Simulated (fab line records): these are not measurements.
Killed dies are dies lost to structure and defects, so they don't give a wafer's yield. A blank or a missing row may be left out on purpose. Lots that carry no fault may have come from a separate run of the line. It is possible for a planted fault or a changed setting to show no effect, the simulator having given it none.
What tool caused it? || flow gf180mcu || 10 lots, 30 wafers sampled, at 2 steps of a route of 602

## WHAT THE GAUGES SHOWED, per wafer
GF_VT_IMPLANT_TW_MEAS_10. Usual: VT_IMPLANT_TW gives 565 (standard deviation 6.7).
{"lot": "L699", "measured": "day 5 17:41", "on": "film metro-01", "VT_IMPLANT_TW": "560 562 557", "flag": ""}
{"lot": "L700", "measured": "day 5 21:08", "on": "film metro-01", "VT_IMPLANT_TW": "560 559 560", "flag": ""}
{"lot": "L701", "measured": "day 6 02:13", "on": "film metro-01", "VT_IMPLANT_TW": "566 570 570", "flag": ""}
{"lot": "L702", "measured": "day 6 09:19", "on": "film metro-01", "VT_IMPLANT_TW": "570 567 566", "flag": ""}
{"lot": "L703", "measured": "day 6 14:50", "on": "film metro-02", "VT_IMPLANT_TW": "554 553 553", "flag": ""}
{"lot": "L704", "measured": "day 6 22:55", "on": "film metro-01", "VT_IMPLANT_TW": "567 572 573", "flag": ""}
{"lot": "L705", "measured": "day 7 05:28", "on": "film metro-03", "VT_IMPLANT_TW": "939 933 939 939 939 938", "flag": "OFF"}
{"lot": "L706", "measured": "day 7 10:44", "on": "film metro-03", "VT_IMPLANT_TW": "933 935 938 934 934 937", "flag": "OFF"}
{"lot": "L707", "measured": "day 7 16:50", "on": "film metro-01", "VT_IMPLANT_TW": "925 925 925 926 923 932", "flag": "OFF"}
{"lot": "L708", "measured": "day 7 22:17", "on": "film metro-03", "VT_IMPLANT_TW": "931 935 933 933 936 933", "flag": "OFF"}

## EACH LOT AND THE TOOL THAT RAN IT (in order: tool; ch and the chambers of the sampled wafers; start)
{"lot": "L699", "GF_VT_IMPLANT_IMPLANT_08": "implanter-03 ch 0, day 5 17:25"}
{"lot": "L700", "GF_VT_IMPLANT_IMPLANT_08": "implanter-01 ch 0, day 5 20:53"}
{"lot": "L701", "GF_VT_IMPLANT_IMPLANT_08": "implanter-03 ch 0, day 6 01:59"}
{"lot": "L702", "GF_VT_IMPLANT_IMPLANT_08": "implanter-01 ch 0, day 6 09:04"}
{"lot": "L703", "GF_VT_IMPLANT_IMPLANT_08": "implanter-02 ch 0, day 6 14:35"}
{"lot": "L704", "GF_VT_IMPLANT_IMPLANT_08": "implanter-03 ch 0, day 6 22:40"}
{"lot": "L705", "GF_VT_IMPLANT_IMPLANT_08": "implanter-02 ch 0, day 7 05:14"}
{"lot": "L706", "GF_VT_IMPLANT_IMPLANT_08": "implanter-02 ch 0, day 7 10:29"}
{"lot": "L707", "GF_VT_IMPLANT_IMPLANT_08": "implanter-02 ch 0, day 7 16:35"}
{"lot": "L708", "GF_VT_IMPLANT_IMPLANT_08": "implanter-03 ch 0, day 7 22:02"}
- GF_VT_IMPLANT_IMPLANT_08

## WHAT THE TOOLS THEMSELVES READ (means of the sampled wafers that have a number; where no wafer has one, the mark that the record gives instead)
GF_VT_IMPLANT_IMPLANT_08. Usual: beam energy keV at 20.000, with a standard deviation of 0.0058.
{"lot": "L699", "tool": "implanter-03", "beam energy keV": 19.999, "flag": ""}
{"lot": "L700", "tool": "implanter-01", "beam energy keV": 20.004, "flag": ""}
{"lot": "L701", "tool": "implanter-03", "beam energy keV": 20.002, "flag": ""}
{"lot": "L702", "tool": "implanter-01", "beam energy keV": 19.996, "flag": ""}
{"lot": "L703", "tool": "implanter-02", "beam energy keV": 20.002, "flag": ""}
{"lot": "L704", "tool": "implanter-03", "beam energy keV": 20.008, "flag": ""}
{"lot": "L705", "tool": "implanter-02", "beam energy keV": 19.997, "flag": ""}
{"lot": "L706", "tool": "implanter-02", "beam energy keV": 19.995, "flag": ""}
{"lot": "L707", "tool": "implanter-02", "beam energy keV": 20.003, "flag": ""}
{"lot": "L708", "tool": "implanter-03", "beam energy keV": 20.003, "flag": ""}

## THE ANSWER, worked out from the rows above alone
Rule: take the mean of a lot's wafers that have a number; if it is more than 3 standard deviations from the usual mean, the lot is off. Also off: a lot with no number at a reading for which 4 or more lots have one. All remaining lots with rows at the step are treated as sound. After the gauges, taken in route order, come the tools' own readings; for these a lot's mean is taken, as printed above. At the first step where some lot is off, the reading lying furthest off is the one used; lots without a number count as furthest.
Off: L705, L706, L707, L708, at GF_VT_IMPLANT_TW_MEAS_10 (VT_IMPLANT_TW).
If a tool, at a process step before that reading, ran all the lots that are off and no sound lot after the first of them, it fits. The gauges at GF_VT_IMPLANT_TW_MEAS_10 are tried like those tools. Of those tried, none fits.

## WHAT WAS PUT IN BY THE SIMULATOR
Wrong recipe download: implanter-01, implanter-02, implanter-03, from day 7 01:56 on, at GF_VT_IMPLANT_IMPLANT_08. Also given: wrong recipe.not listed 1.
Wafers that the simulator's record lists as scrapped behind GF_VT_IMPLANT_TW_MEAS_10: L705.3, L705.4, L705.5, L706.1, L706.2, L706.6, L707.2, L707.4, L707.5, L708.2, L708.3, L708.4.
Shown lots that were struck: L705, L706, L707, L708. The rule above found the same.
